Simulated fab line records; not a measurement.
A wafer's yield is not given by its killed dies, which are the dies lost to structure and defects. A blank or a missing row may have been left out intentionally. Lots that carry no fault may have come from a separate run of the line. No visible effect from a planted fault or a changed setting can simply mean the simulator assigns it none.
fab line records	flow sky130
record lots=12	wafers=36	last_day=50
route steps=708 shown NWELL@71 LDD_HVP@287 PAD_OPEN@708
lots that met no fault: from a run of the same line without faults
start_h: hours from the record's opening day to when the first of the lot's shown wafers began	wait_h: hours since the lot's step before	" repeats the value in the row above	L1.1+2: a row that stands for several wafers	- no value, or no start given	* or withheld: withheld	< > ~ a bound
route shown NAME@n: names a module that has steps shown in the file, with the first one's number in the route	usual: mean/standard deviation taken from wafers without a fault	same: alike in all rows	chamber/n: place in a boat	sites: per-site readings	_std_site: standard deviation across them	_edge_site: the outer-site mean with the inner-site mean subtracted	radius_mm: for every site, how far away it sits from the centre of the wafer	mask NAME#n: copy n	behind: the tool/chamber that last shaped the wafer	hold: what put the lot on hold/how long, in hours/how the hold closed	device: whichever transistor did not switch (one of n, p or np)	end of line: the same wafers' tests at the end of the route	a step with no rows: only its recipe	killed: count of dies lost to structure and defects at first sort (not the wafer's yield)	map: the dies of a wafer, with x for killed, . for not killed, _ for no die there
set.NAME: the setting as run; set.NAME@STEP: as run at that earlier step	model.NAME: the simulator's own value behind a step, which no gauge read
steps of the route over a sample of lots; a table a step, a row a wafer
services: from which hour (start_h, from the record's first day; less than 0 if before it) a tool's chamber was out of use, for how many hours, and why
## steps
# step SKY_NWELL_COAT_18
# recipe spin_rpm=2000	resist_thk_nm=3000
lot.wafer	tool	chamber	start_h	wait_h
L642.1+3+6	litho_track-03	0	115.56	0.1
L643.3+4+6	litho_track-04	0	122.67	0.1
L644.1+3+4	litho_track-02	0	125.87	0.1
L645.2+3+4	litho_track-03	0	133.68	0.1
L647.1+2+4	litho_track-03	0	141.51	0.1
L649.3+4+5	litho_track-03	0	160.06	0.1
L650.1+3+4	litho_track-04	0	165.57	0.1
L651.4+5+6	litho_track-03	0	171.73	0.1
L653.1+2+3	litho_track-03	0	180.81	0.1
L657.3+4+6	litho_track-04	0	205.07	0.1
L658.1+2+4	litho_track-04	0	207.87	0.1
L660.3+5+6	litho_track-02	0	218.47	0.1
# step SKY_NWELL_OVL_MEAS_23
# usual NWELL_01_OVL=0.5/1.5
lot.wafer	tool	chamber	start_h	wait_h	NWELL_01_OVL[nm]
L642.1	overlay-01	-	124.42	-	3.4
L642.3	"	-	"	"	2.4
L642.6	"	-	"	"	2.8
L643.3	overlay-02	-	131.53	-	2.3
L643.4	"	-	"	"	2.9
L643.6	"	-	"	"	3.3
L644.1	overlay-02	-	135.42	-	0.5
L644.3	"	-	"	"	-1.3
L644.4	"	-	"	"	-0.8
L645.2	overlay-01	-	142.86	-	0.0
L645.3	"	-	"	"	0.6
L645.4	"	-	"	"	-0.2
L647.1	overlay-01	-	151.32	-	2.5
L647.2	"	-	"	"	1.6
L647.4	"	-	"	"	2.9
L649.3	overlay-02	-	170.73	-	-0.1
L649.4	"	-	"	"	-0.7
L649.5	"	-	"	"	0.8
L650.1	overlay-01	-	176.61	-	0.4
L650.3	"	-	"	"	0.6
L650.4	"	-	"	"	1.0
L651.4	overlay-01	-	182.82	-	1.9
L651.5	"	-	"	"	1.6
L651.6	"	-	"	"	1.5
L653.1	overlay-02	-	191.37	-	-1.6
L653.2	"	-	"	"	-0.7
L653.3	"	-	"	"	-0.5
L657.3	overlay-02	-	215.98	-	-1.0
L657.4	"	-	"	"	0.6
L657.6	"	-	"	"	-0.7
L658.1	overlay-01	-	219.12	-	-0.2
L658.2	"	-	"	"	2.4
L658.4	"	-	"	"	0.6
L660.3	overlay-01	-	229.12	-	1.1
L660.5	"	-	"	"	0.7
L660.6	"	-	"	"	3.0
# step SKY_NWELL_STRIP_25
# recipe chemistry=O2/N2	power_w=1400	pressure_mtorr=1500	platen_temp_c=withheld	o2_flow_sccm=3000	n2_flow_sccm=300	overash_fraction=0.5
# usual chamber_pressure_mTorr=1500.2/1.4	drypump_motor_current_A=5.5/0.36	oes_product_au=0.722/0.0047	strip_time_to_endpoint_s=36.86/0.093
lot.wafer	tool	chamber	start_h	wait_h	chamber_pressure_mTorr	drypump_motor_current_A	oes_product_au	rf_hours_counter_h	strip_time_to_endpoint_s
L642.1	plasma_asher-04	1	124.61	0.1	1501.7	5.0	0.718	43	36.85
L642.3	"	0	"	"	1499.8	6.0	0.720	-	36.90
L642.6	"	0	"	"	1499.2	6.0	0.710	-	36.96
L643.3	plasma_asher-03	1	131.74	0.1	1499.9	5.9	0.724	-	36.93
L643.4	"	0	"	"	1501.0	5.1	0.724	-	36.76
L643.6	"	0	"	"	1498.0	5.1	0.726	-	36.97
L644.1	plasma_asher-02	1	135.61	0.1	1500.4	5.3	0.722	2	36.91
L644.3	"	0	"	"	1498.8	5.6	0.717	-	36.95
L644.4	"	1	"	"	1502.8	5.2	0.716	-	36.94
L645.2	plasma_asher-04	0	143.04	0.1	1501.0	6.0	0.719	44	36.85
L645.3	"	1	"	"	1498.0	5.1	0.720	-	36.81
L645.4	"	0	"	"	1500.6	6.0	0.714	-	36.91
L647.1	plasma_asher-02	1	151.51	0.1	1499.1	5.2	0.717	3	36.86
L647.2	"	0	"	"	1498.6	5.7	0.727	3	36.92
L647.4	"	0	"	"	1500.0	5.7	0.718	-	36.93
L649.3	plasma_asher-02	1	170.94	0.1	1502.1	5.2	0.720	-	36.91
L649.4	"	0	"	"	1501.7	5.6	0.719	-	36.94
L649.5	"	1	"	"	1500.7	5.3	0.727	-	37.01
L650.1	plasma_asher-04	1	176.79	0.1	1501.6	5.0	0.714	47	36.81
L650.3	"	0	"	"	1499.0	6.0	0.720	-	36.91
L650.4	"	1	"	"	1501.2	5.0	0.717	-	36.95
L651.4	plasma_asher-03	1	183.02	0.1	1497.2	5.9	0.715	-	12.90
L651.5	"	0	"	"	1500.7	5.1	0.721	-	12.90
L651.6	"	1	"	"	1498.1	5.9	0.712	-	12.88
L653.1	plasma_asher-02	1	191.56	0.1	1499.7	5.3	0.721	6	12.89
L653.2	"	0	"	"	1499.8	5.6	0.713	6	12.85
L653.3	"	0	"	"	1500.4	5.7	0.716	-	12.86
L657.3	plasma_asher-04	0	216.19	0.1	1501.9	6.0	0.715	-	36.99
L657.4	"	1	"	"	1501.4	5.0	0.718	-	37.00
L657.6	"	0	"	"	1499.3	6.0	0.721	-	37.01
L658.1	plasma_asher-03	1	219.31	0.1	1500.7	5.9	0.722	41	36.84
L658.2	"	0	"	"	1501.6	5.1	0.727	41	36.96
L658.4	"	0	"	"	1499.9	5.0	0.720	-	36.90
L660.3	plasma_asher-03	0	229.32	0.1	1497.7	5.0	0.717	-	36.86
L660.5	"	0	"	"	1501.1	5.0	0.729	-	36.82
L660.6	"	1	"	"	1500.5	5.9	0.714	-	36.69
# step SKY_NWELL_TW_MEAS_26
# usual NWELL_2_TW=493/4.1
lot.wafer	tool	chamber	start_h	wait_h	NWELL_2_TW
L642.1	film_metro-03	-	124.71	0.1	496
L642.3	"	-	"	"	498
L642.6	"	-	"	"	496
L643.3	film_metro-01	-	131.83	0.1	494
L643.4	"	-	"	"	493
L643.6	"	-	"	"	493
L644.1	film_metro-03	-	135.71	0.1	497
L644.3	"	-	"	"	497
L644.4	"	-	"	"	499
L645.2	film_metro-03	-	143.15	0.1	499
L645.3	"	-	"	"	499
L645.4	"	-	"	"	497
L647.1	film_metro-02	-	151.61	0.1	485
L647.2	"	-	"	"	489
L647.4	"	-	"	"	486
L649.3	film_metro-01	-	171.03	0.1	499
L649.4	"	-	"	"	497
L649.5	"	-	"	"	498
L650.1	film_metro-01	-	176.89	0.1	496
L650.3	"	-	"	"	496
L650.4	"	-	"	"	497
L651.4	film_metro-02	-	183.12	0.1	487
L651.5	"	-	"	"	492
L651.6	"	-	"	"	489
L653.1	film_metro-01	-	191.66	0.1	498
L653.2	"	-	"	"	496
L653.3	"	-	"	"	496
L657.3	film_metro-02	-	216.28	0.1	487
L657.4	"	-	"	"	490
L657.6	"	-	"	"	490
L658.1	film_metro-01	-	219.41	0.1	493
L658.2	"	-	"	"	489
L658.4	"	-	"	"	488
L660.3	film_metro-03	-	229.41	0.1	500
L660.5	"	-	"	"	497
L660.6	"	-	"	"	499
# step SKY_LDD_HVP_STRIP_09
# recipe chemistry=O2/N2	power_w=1400	pressure_mtorr=1500	platen_temp_c=withheld	o2_flow_sccm=3000	n2_flow_sccm=300	overash_fraction=0.5
# usual chamber_pressure_mTorr=1499.8/1.5	drypump_motor_current_A=5.53/0.26	oes_product_au=0.408/0.0048	strip_time_to_endpoint_s=4.134/0.013
lot.wafer	tool	chamber	start_h	wait_h	chamber_pressure_mTorr	drypump_motor_current_A	oes_product_au	rf_hours_counter_h	strip_time_to_endpoint_s
L642.1	plasma_asher-02	0	525.42	0.1	1498.8	5.64	0.409	41	4.136
L642.3	"	0	"	"	1501.0	5.63	0.416	-	4.154
L642.6	"	0	"	"	1501.0	5.66	0.412	-	4.149
L643.3	plasma_asher-02	0	532.34	0.1	1499.4	5.67	0.405	-	4.147
L643.4	"	1	"	"	1501.6	5.28	0.418	-	4.148
L643.6	"	0	"	"	1499.4	5.63	0.402	-	4.128
L644.1	plasma_asher-04	0	542.97	0.1	1497.6	5.97	0.408	83	4.147
L644.3	"	0	"	"	1502.3	5.99	0.403	-	4.137
L644.4	"	1	"	"	1499.9	5.03	0.416	-	4.148
L645.2	plasma_asher-01	1	551.97	0.1	1499.9	5.64	0.406	11	4.139
L645.3	"	0	"	"	1504.1	5.67	0.409	-	4.140
L645.4	"	1	"	"	1501.3	5.61	0.404	-	4.150
L647.1	plasma_asher-02	1	569.79	0.1	1500.6	5.22	0.417	45	4.128
L647.2	"	0	"	"	1497.8	5.62	0.420	45	4.119
L647.4	"	1	"	"	1500.7	5.22	0.414	-	4.128
L649.3	plasma_asher-01	1	594.41	0.1	1501.8	5.65	0.409	-	4.153
L649.4	"	0	"	"	1501.2	5.70	0.409	-	4.152
L649.5	"	0	"	"	1501.4	5.75	0.401	-	4.168
L650.1	plasma_asher-01	0	596.09	0.1	1499.9	5.72	0.409	16	4.140
L650.3	"	0	"	"	1498.2	5.72	0.409	-	4.147
L650.4	"	1	"	"	1500.0	5.63	0.409	-	4.146
L651.4	plasma_asher-02	0	605.32	0.1	1500.5	5.66	0.403	-	4.120
L651.5	"	1	"	"	1500.5	5.25	0.410	-	4.144
L651.6	"	0	"	"	1504.0	5.64	0.413	-	4.132
L653.1	plasma_asher-02	0	622.19	0.1	1499.4	5.65	0.407	50	4.125
L653.2	"	1	"	"	1499.8	5.24	0.411	50	4.119
L653.3	"	1	"	"	1499.7	5.26	0.403	-	4.126
L657.3	plasma_asher-01	1	653.24	0.1	1498.0	5.62	0.409	-	4.128
L657.4	"	0	"	"	1501.7	5.71	0.405	-	4.145
L657.6	"	0	"	"	1499.3	5.72	0.408	-	4.147
L658.1	plasma_asher-02	0	656.16	0.1	1500.3	5.64	0.413	54	4.121
L658.2	"	1	"	"	1498.5	5.25	0.413	54	4.117
L658.4	"	0	"	"	1499.9	5.65	0.405	-	4.134
L660.3	plasma_asher-02	1	668.79	0.1	1497.4	5.24	0.404	-	4.135
L660.5	"	0	"	"	1498.1	5.63	0.408	-	4.132
L660.6	"	1	"	"	1497.6	5.27	0.412	-	4.123
# step SKY_PAD_OPEN_PROBE_99
# usual killed_at_M0_to_M3=45/7.1	killed_at_M4_up=3.0/1.8	killed_at_contacts=24/5.4	killed_at_front_end=16/4.9	killed_at_other=0.3/0.63	killed_dies=88/11	killed_on_rim=17/3.4	killed_open=47/7.4	killed_short=40/7
# same gross_dies=492	killed_at_back_side=0
lot.wafer	tool	chamber	start_h	wait_h	killed_at_M0_to_M3	killed_at_M4_up	killed_at_contacts	killed_at_front_end	killed_at_other	killed_dies	killed_on_rim	killed_open	killed_short
L649.3	prober-01	-	1140.12	0.2	55	4	20	20	0	99	23	52	47
L649.4	prober-01	-	1140.17	0.2	51	1	25	20	0	97	14	54	43
L649.5	prober-01	-	1140.22	0.2	53	1	26	11	0	91	19	51	40
L650.1	prober-02	-	1141.84	0.1	41	2	27	14	0	84	11	51	33
L650.3	prober-02	-	1141.94	0.2	42	1	24	10	0	77	16	44	33
L650.4	prober-02	-	1141.99	0.2	36	1	28	17	0	82	17	46	36
L651.4	prober-01	-	1150.50	0.2	34	5	23	9	1	72	18	44	28
L651.5	prober-01	-	1150.55	0.2	38	5	23	12	0	78	14	34	44
L651.6	prober-01	-	1150.60	0.2	41	0	22	14	0	77	20	51	26
# killed by level:class
L649.3 VIA1:geometric_particle:open=11 CONTACT:geometric_particle:open=9 FIELD_ISO:geometric_particle:short=8 FIELD_ISO:geometric_particle:open=6 VIA2:geometric_particle:open=6 VIA3:geometric_particle:open=6 METAL2:geometric_particle:short=5 POLY_GATE:geometric_particle:short=5
L649.4 CONTACT:geometric_particle:open=13 VIA1:geometric_particle:open=12 VIA1:geometric_particle:short=7 VIA2:geometric_particle:open=7 LI_CONTACT:geometric_particle:open=6 FIELD_ISO:geometric_particle:short=5 VIA3:geometric_particle:open=5 METAL2:geometric_particle:short=5
L649.5 VIA1:geometric_particle:open=16 METAL2:geometric_particle:short=9 LI_CONTACT:geometric_particle:open=8 CONTACT:geometric_particle:open=7 VIA1:geometric_particle:short=6 METAL1:geometric_particle:short=5 VIA3:geometric_particle:short=5 VIA3:geometric_particle:open=4
L650.1 CONTACT:geometric_particle:open=12 VIA1:geometric_particle:open=8 LI_CONTACT:geometric_particle:open=7 VIA1:geometric_particle:short=6 METAL2:geometric_particle:short=6 VIA3:geometric_particle:open=6 FIELD_ISO:geometric_particle:short=4 VIA2:geometric_particle:open=4
L650.3 VIA1:geometric_particle:open=12 CONTACT:geometric_particle:open=8 LI_CONTACT:geometric_particle:open=7 CONTACT:geometric_particle:short=5 VIA1:geometric_particle:short=5 METAL2:geometric_particle:short=5 VIA2:geometric_particle:open=5 VIA3:geometric_particle:open=4
L650.4 METAL2:geometric_particle:short=11 CONTACT:geometric_particle:open=11 LI_CONTACT:geometric_particle:open=8 CONTACT:geometric_particle:short=6 POLY_GATE:geometric_particle:open=5 METAL1:geometric_particle:open=5 FIELD_ISO:geometric_particle:short=4 VIA2:geometric_particle:open=4
L651.4 VIA1:geometric_particle:open=10 CONTACT:geometric_particle:open=9 VIA2:geometric_particle:open=8 LI_CONTACT:geometric_particle:open=6 LOCAL_INTERCONNECT:geometric_particle:short=5 VIA3:geometric_particle:open=4 POLY_GATE:geometric_particle:open=3 CONTACT:geometric_particle:short=3
L651.5 VIA1:geometric_particle:open=7 CONTACT:geometric_particle:open=6 VIA2:geometric_particle:open=6 VIA2:geometric_particle:short=5 POLY_GATE:geometric_particle:short=5 LI_CONTACT:geometric_particle:open=5 LI_CONTACT:geometric_particle:short=5 METAL2:geometric_particle:short=5
L651.6 CONTACT:geometric_particle:open=11 VIA3:geometric_particle:open=8 VIA2:geometric_particle:open=8 VIA1:geometric_particle:open=7 POLY_GATE:geometric_particle:open=5 LI_CONTACT:geometric_particle:open=5 VIA1:geometric_particle:short=5 METAL3:geometric_particle:short=5
## services
tool	chamber	start_h	hours	kind
plasma_asher-02	-	108.75	9.0	pm
plasma_asher-02	0	108.75	9.0	vent_cycle
plasma_asher-02	1	108.75	9.0	vent_cycle
plasma_asher-02	0	117.75	-	clean
plasma_asher-04	-	131.97	3.8	repair
plasma_asher-03	-	172.73	1.1	repair
plasma_asher-02	-	180.17	11.2	repair
plasma_asher-02	-	192.33	2.3	repair
plasma_asher-04	-	231.05	2.8	pm
plasma_asher-01	-	237.31	25.0	pm
plasma_asher-02	-	285.86	2.8	pm
plasma_asher-01	-	421.25	9.0	pm
plasma_asher-01	-	450.28	7.5	repair
plasma_asher-04	-	498.36	2.9	repair
plasma_asher-02	-	510.40	1.7	repair
plasma_asher-03	-	529.49	5.5	repair
plasma_asher-02	-	540.37	0.8	repair
plasma_asher-03	-	565.76	0.9	repair
plasma_asher-04	-	590.36	14.9	pm
plasma_asher-02	-	611.40	4.5	repair
plasma_asher-04	-	627.14	42.1	repair
plasma_asher-03	-	647.15	2.8	pm
plasma_asher-01	-	663.76	3.3	repair
plasma_asher-04	-	667.01	6.2	repair
## key
first_sign step=SKY_NWELL_STRIP_25	reading=strip_time_to_endpoint_s	direction=down	sigmas=99+	usual=*	struck=*
effect none on later readings
met_at SKY_NWELL_COAT_18
struck_lots L651,L653
tester_left_out L651,L653
not_acting_at SKY_NWELL_OVL_MEAS_23,SKY_NWELL_TW_MEAS_26,SKY_LDD_HVP_STRIP_09
onset_between 160.06 171.73
fault kind=process_parameter_drift	tool=litho_track-03	chamber=-	onset_h=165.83	steps=SKY_NWELL_COAT_18	channel=resist_thk_nm	offset=-2040	shape=step	end_h=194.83	acts_in=these_recipes_only	stated=3000
# tester_left_out: of these lots the tester's yield and bins aren't shown, on N5 and GAA mostly nor the transistor test; their killed dies are dies lost to structure and defects alone, not to doping, threshold or leakage, so they don't give the yield
